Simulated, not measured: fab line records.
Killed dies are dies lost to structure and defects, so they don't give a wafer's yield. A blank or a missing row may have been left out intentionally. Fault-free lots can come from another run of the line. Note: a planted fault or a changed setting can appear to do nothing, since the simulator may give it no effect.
Matching of chambers -- flow gf180mcu -- GF_STI_ETCH_14 on rieSi-02 has 4 sister chambers
The step etches Si in HBr/Cl2/O2, target depth 360 nm, time 102.9 s. 4 wafers are shown with their chamber, then 8 later ones without.

WAFERS WITH THEIR CHAMBER
wafer,chamber,drypumpMotorCurrentA (A)
L979.4,2,5.3
L987.6,3,5.3
L989.1,1,6.1
L990.1,0,5.0

WAFERS MISSING THEIR CHAMBER
wafer,drypumpMotorCurrentA (A)
L990.2,5.4
L990.3,6.1
L992.4,5.3
L992.5,5.3
L992.6,5.3
L994.1,5.0
L994.3,6.1
L994.4,5.3

WHICH CHAMBER EACH WENT THROUGH
wafer,from the rows above,in truth
L990.2,can't be placed: 2 or 3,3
L990.3,1,1
L992.4,can't be placed: 2 or 3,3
L992.5,can't be placed: 2 or 3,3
L992.6,can't be placed: 2 or 3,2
L994.1,0,0
L994.3,1,1
L994.4,can't be placed: 2 or 3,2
Correctly placed: 3 of 8. Cannot be placed on the basis of these rows: 5; the candidates contain the true chamber in 5. Wrongly placed: 0.
How it was worked out, from the rows above alone: a wafer's distance from a chamber is the root of the sum, over the readings, of the square of ((its reading less the chamber's mean) divided by the reading's scatter). If the next closest chamber is less than 2 further off than the closest, the wafer can't be placed; otherwise it belongs to the closest. Each chamber's mean is taken over the wafers shown for it. The scatter: with one shown wafer a chamber, the root of the mean of the squares of how far each hidden wafer lies from its nearest shown one.
